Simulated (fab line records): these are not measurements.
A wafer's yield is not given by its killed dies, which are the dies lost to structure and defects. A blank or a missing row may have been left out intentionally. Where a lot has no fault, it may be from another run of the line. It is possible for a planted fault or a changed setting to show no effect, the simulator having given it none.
fab line records -- flow sfq_line
[record] lots = 10, wafers = 30, last_day = 85
route steps=325 shown M1@59 I1@83 M2@96
lots that met no fault: from a run of the same line without faults
start_h: the number of hours between the record's first day and the start of the first shown wafer of the lot -- wait_h: hours elapsed since this lot's preceding step -- " the same as in the row above -- L1.1+2: a single row standing in for several wafers -- - no value, or no start was given -- * or withheld: withheld -- < > ~ a bound
route shown NAME@n: a module of which the file shows steps, and the number in the route of the first -- usual: mean/standard deviation of fault-free wafers -- same: alike in all rows -- chamber/n: place in a boat -- sites: each site's reading -- _std_site: standard deviation across them -- _edge_site: inner sites' mean taken away from outer sites' mean -- radius_mm: how far each site lies from the wafer's centre -- mask NAME#n: copy n -- behind: the last tool/chamber to shape the wafer -- hold: what put the lot on hold/how long, in hours/how the hold closed -- device: which transistor (n, p or np) failed to switch -- end of line: tests of these same wafers at the route's end -- for a step that has no rows: nothing shown but its recipe -- killed: not the wafer's yield, but the dies lost to structure and defects at the first sort -- map: the dies of a wafer, with x for killed, . for not killed, _ for no die there
set.NAME: the setting as run; set.NAME@STEP: as run at that earlier step -- model.NAME: the simulator's own value behind a step, which no gauge read
the route's steps for a sample of lots (tables are steps, rows are wafers)
services: from which hour (start_h, from the record's first day; less than 0 if before it) a tool's chamber was out of use, for how many hours, and why
[[steps]]
[step SFQ_TRILAYER_M1_DEP_SPUTTER_037]
[recipe] material = Nb, base_pressure_pa = 1.33e-06, chamber_pressure_pa = 0.1333, substrate_temp_c = 20, resputter_cathode_voltage_v = 400, target_thk_nm = 200, power_w = 2000, time_s = 133.3
[usual] substrate_temp_c = 20.00/0.11, throttle_valve_pct = 30.0/1.1
lot.wafer,tool,chamber,start_h,wait_h,substrate_temp_c,throttle_valve_pct
L585.1,pvd_sputter-05,-,362.25,0.0,20.06,30.2
L585.2,pvd_sputter-05,-,362.25,0.0,19.93,28.3
L585.6,pvd_sputter-05,-,362.25,0.0,20.13,30.9
L586.2,pvd_sputter-05,-,370.65,0.0,20.27,30.6
L586.3,pvd_sputter-05,-,370.65,0.0,20.27,30.4
L586.4,pvd_sputter-05,-,370.65,0.0,20.08,28.4
L587.3,pvd_sputter-05,-,381.45,0.0,19.96,30.4
L587.5,pvd_sputter-05,-,381.45,0.0,20.10,30.7
L587.6,pvd_sputter-05,-,381.45,0.0,20.10,30.6
L588.2,pvd_sputter-06,-,395.98,0.0,19.96,27.4
L588.3,pvd_sputter-06,-,395.98,0.0,19.98,30.6
L588.5,pvd_sputter-06,-,395.98,0.0,19.91,27.7
L595.3,pvd_sputter-03,-,479.83,0.0,19.93,29.6
L595.4,pvd_sputter-03,-,479.83,0.0,19.84,31.0
L595.5,pvd_sputter-03,-,479.83,0.0,19.86,29.2
L599.2,pvd_sputter-06,-,514.07,0.0,19.85,29.0
L599.5,pvd_sputter-06,-,514.07,0.0,19.87,30.8
L599.6,pvd_sputter-06,-,514.07,0.0,19.98,27.7
L604.1,pvd_sputter-05,-,519.89,0.0,20.07,30.6
L604.2,pvd_sputter-05,-,519.89,0.0,19.99,28.8
L604.6,pvd_sputter-05,-,519.89,0.0,19.97,30.7
L606.1,pvd_sputter-05,-,522.29,0.0,19.90,30.4
L606.2,pvd_sputter-05,-,522.29,0.0,19.85,30.7
L606.3,pvd_sputter-05,-,522.29,0.0,20.05,28.4
L607.4,pvd_sputter-03,-,523.67,0.0,20.22,31.1
L607.5,pvd_sputter-03,-,523.67,0.0,20.15,31.1
L607.6,pvd_sputter-03,-,523.67,0.0,20.11,29.8
L608.1,pvd_sputter-06,-,524.69,0.0,20.11,28.6
L608.5,pvd_sputter-06,-,524.69,0.0,20.09,28.9
L608.6,pvd_sputter-06,-,524.69,0.0,20.01,30.9
[step SFQ_I1_OVL_MEAS_913]
[usual] I1_OVL = 2/5.5
lot.wafer,tool,chamber,start_h,wait_h,I1_OVL[nm]
L585.1,overlay-02,-,539.52,0.1,9
L585.2,overlay-02,-,539.52,0.1,9
L585.6,overlay-02,-,539.52,0.1,1
L586.2,overlay-02,-,540.73,0.1,6
L586.3,overlay-02,-,540.73,0.1,4
L586.4,overlay-02,-,540.73,0.1,11
L587.3,overlay-01,-,543.14,0.1,6
L587.5,overlay-01,-,543.14,0.1,1
L587.6,overlay-01,-,543.14,0.1,12
L588.2,overlay-01,-,556.75,0.1,-2
L588.3,overlay-01,-,556.75,0.1,-3
L588.5,overlay-01,-,556.75,0.1,2
L595.3,overlay-02,-,640.14,0.1,12
L595.4,overlay-02,-,640.14,0.1,15
L595.5,overlay-02,-,640.14,0.1,10
L599.2,overlay-02,-,673.22,0.1,1
L599.5,overlay-02,-,673.22,0.1,4
L599.6,overlay-02,-,673.22,0.1,1
L604.1,overlay-01,-,682.25,0.1,7
L604.2,overlay-01,-,682.25,0.1,9
L604.6,overlay-01,-,682.25,0.1,8
L606.1,overlay-01,-,685.85,0.1,5
L606.2,overlay-01,-,685.85,0.1,1
L606.3,overlay-01,-,685.85,0.1,9
L607.4,overlay-02,-,840.79,0.1,0
L607.5,overlay-02,-,840.79,0.1,-1
L607.6,overlay-02,-,840.79,0.1,-4
L608.1,overlay-01,-,847.97,0.1,-8
L608.5,overlay-01,-,847.97,0.1,-7
L608.6,overlay-01,-,847.97,0.1,0
[step SFQ_TRILAYER_I1_VIA_ETCH_VIA_ETCH_052]
[recipe] target = SiO2, stop_on = Nb, mask_material = PR, taper_deg = 20, chemistry = CHF3, target_depth_nm = 260, source_w = 500, bias_w = 80, pressure_mtorr = 30, time_s = withheld
[usual] drypump_motor_current_A = 5.6/0.33, oes_product_au = 0.855/0.0053
lot.wafer,tool,chamber,start_h,wait_h,drypump_motor_current_A,oes_product_au
L585.1,rie_diel-03,2,539.60,0.0,5.7,0.855
L585.2,rie_diel-03,0,539.60,0.0,5.8,0.854
L585.6,rie_diel-03,1,539.60,0.0,6.0,0.863
L586.2,rie_diel-02,0,540.80,0.0,6.0,0.855
L586.3,rie_diel-02,2,540.80,0.0,5.6,0.845
L586.4,rie_diel-02,3,540.80,0.0,5.9,0.857
L587.3,rie_diel-01,0,543.20,0.0,5.8,0.861
L587.5,rie_diel-01,0,543.20,0.0,5.8,0.860
L587.6,rie_diel-01,3,543.20,0.0,5.1,0.846
L588.2,rie_diel-03,3,556.82,0.0,5.9,0.856
L588.3,rie_diel-03,1,556.82,0.0,6.0,0.855
L588.5,rie_diel-03,0,556.82,0.0,5.8,0.858
L595.3,rie_diel-02,2,640.21,0.0,5.6,0.849
L595.4,rie_diel-02,0,640.21,0.0,6.0,0.856
L595.5,rie_diel-02,3,640.21,0.0,5.9,0.856
L599.2,rie_diel-03,0,673.29,0.0,5.8,0.854
L599.5,rie_diel-03,2,673.29,0.0,5.7,0.845
L599.6,rie_diel-03,0,673.29,0.0,5.8,0.846
L604.1,rie_diel-01,2,682.33,0.0,5.1,0.855
L604.2,rie_diel-01,0,682.33,0.0,5.8,0.861
L604.6,rie_diel-01,0,682.33,0.0,5.8,0.863
L606.1,rie_diel-01,1,685.93,0.0,5.1,0.859
L606.2,rie_diel-01,2,685.93,0.0,5.1,0.860
L606.3,rie_diel-01,0,685.93,0.0,5.8,0.854
L607.4,rie_diel-02,3,840.84,0.0,5.9,0.862
L607.5,rie_diel-02,0,840.84,0.0,6.0,0.848
L607.6,rie_diel-02,3,840.84,0.0,5.9,0.850
L608.1,rie_diel-01,3,848.04,0.0,5.1,0.861
L608.5,rie_diel-01,2,848.04,0.0,5.1,0.859
L608.6,rie_diel-01,3,848.04,0.0,5.1,0.856
[step SFQ_TRILAYER_M2_LITHO_PEB_060]
[recipe] peb_temp_c = 115, peb_time_s = 60, resist = KrF
[usual] chill_plate_temp_C = 22.99/0.095, heater_power_total_W = 79.15/0.073
lot.wafer,tool,chamber,start_h,wait_h,chill_plate_temp_C,heater_power_total_W
L585.1,litho_track-03,0,695.15,1.0,23.06,79.22
L585.2,litho_track-03,0,695.15,1.0,23.01,79.03
L585.6,litho_track-03,0,695.15,1.0,23.11,79.12
L586.2,litho_track-03,0,697.58,0.8,22.92,79.17
L586.3,litho_track-03,0,697.58,0.8,23.04,79.21
L586.4,litho_track-03,0,697.58,0.8,23.02,79.23
L587.3,litho_track-02,0,703.47,0.7,22.98,79.17
L587.5,litho_track-02,0,703.47,0.7,22.87,79.20
L587.6,litho_track-02,0,703.47,0.7,22.90,79.11
L588.2,litho_track-02,0,716.64,0.8,23.11,79.05
L588.3,litho_track-02,0,716.64,0.8,23.12,79.16
L588.5,litho_track-02,0,716.64,0.8,23.01,78.94
L595.3,litho_track-04,0,801.99,0.7,23.10,85.62
L595.4,litho_track-04,0,801.99,0.7,23.13,85.67
L595.5,litho_track-04,0,801.99,0.7,22.89,85.70
L599.2,litho_track-04,0,830.77,0.8,23.02,85.62
L599.5,litho_track-04,0,830.77,0.8,23.10,85.54
L599.6,litho_track-04,0,830.77,0.8,23.06,85.48
L604.1,litho_track-02,0,839.27,1.0,23.07,79.14
L604.2,litho_track-02,0,839.27,1.0,23.06,79.02
L604.6,litho_track-02,0,839.27,1.0,22.92,79.11
L606.1,litho_track-02,0,844.07,1.0,22.83,79.15
L606.2,litho_track-02,0,844.07,1.0,22.88,79.11
L606.3,litho_track-02,0,844.07,1.0,22.91,79.24
L607.4,litho_track-03,0,998.51,0.5,23.12,79.07
L607.5,litho_track-03,0,998.51,0.5,23.08,79.06
L607.6,litho_track-03,0,998.51,0.5,22.94,79.23
L608.1,litho_track-02,0,1006.96,1.0,22.74,79.17
L608.5,litho_track-02,0,1006.96,1.0,23.00,79.10
L608.6,litho_track-02,0,1006.96,1.0,22.96,78.97
[[services]]
tool,chamber,start_h,hours,kind
rie_diel-02,1,354.60,6.1,repair
pvd_sputter-06,-,381.31,8.9,repair
pvd_sputter-05,-,415.16,3.7,repair
rie_diel-02,3,418.14,7.9,repair
rie_diel-03,-,428.19,4.7,repair
rie_diel-03,3,428.42,13.1,repair
pvd_sputter-06,-,434.17,1.7,repair
rie_diel-01,0,434.55,2.8,repair
rie_diel-03,-,444.88,2.8,pm
rie_diel-01,-,449.49,2.8,pm
pvd_sputter-05,-,462.43,3.4,repair
pvd_sputter-05,-,491.15,9.3,repair
rie_diel-01,3,545.50,5.8,repair
rie_diel-01,1,551.64,11.9,repair
pvd_sputter-05,-,568.54,0.5,repair
rie_diel-01,1,579.77,24.6,repair
pvd_sputter-05,-,597.66,110.0,repair
rie_diel-01,-,609.97,0.3,repair
rie_diel-01,3,684.05,7.1,repair
pvd_sputter-05,-,817.58,7.7,repair
rie_diel-01,1,832.09,4.2,repair
rie_diel-01,1,904.37,1.3,repair
pvd_sputter-05,-,959.45,3.1,repair
rie_diel-01,-,967.88,0.5,repair
[[key]]
[first_sign] step = SFQ_TRILAYER_M2_LITHO_PEB_060, reading = heater_power_total_W, direction = up, sigmas = 88, usual = 79.15, struck = 85.60
effect none on later readings
met_at SFQ_TRILAYER_M2_LITHO_PEB_060
struck_lots L595,L599
not_acting_at SFQ_TRILAYER_M1_DEP_SPUTTER_037,SFQ_I1_OVL_MEAS_913,SFQ_TRILAYER_I1_VIA_ETCH_VIA_ETCH_052
[fault] kind = process_parameter_drift, tool = litho_track-04, chamber = -, onset_h = 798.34, steps = SFQ_TRILAYER_M2_LITHO_PEB_060, channel = peb_time_s, offset = *, shape = step, end_h = 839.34, acts_in = *, stated = *
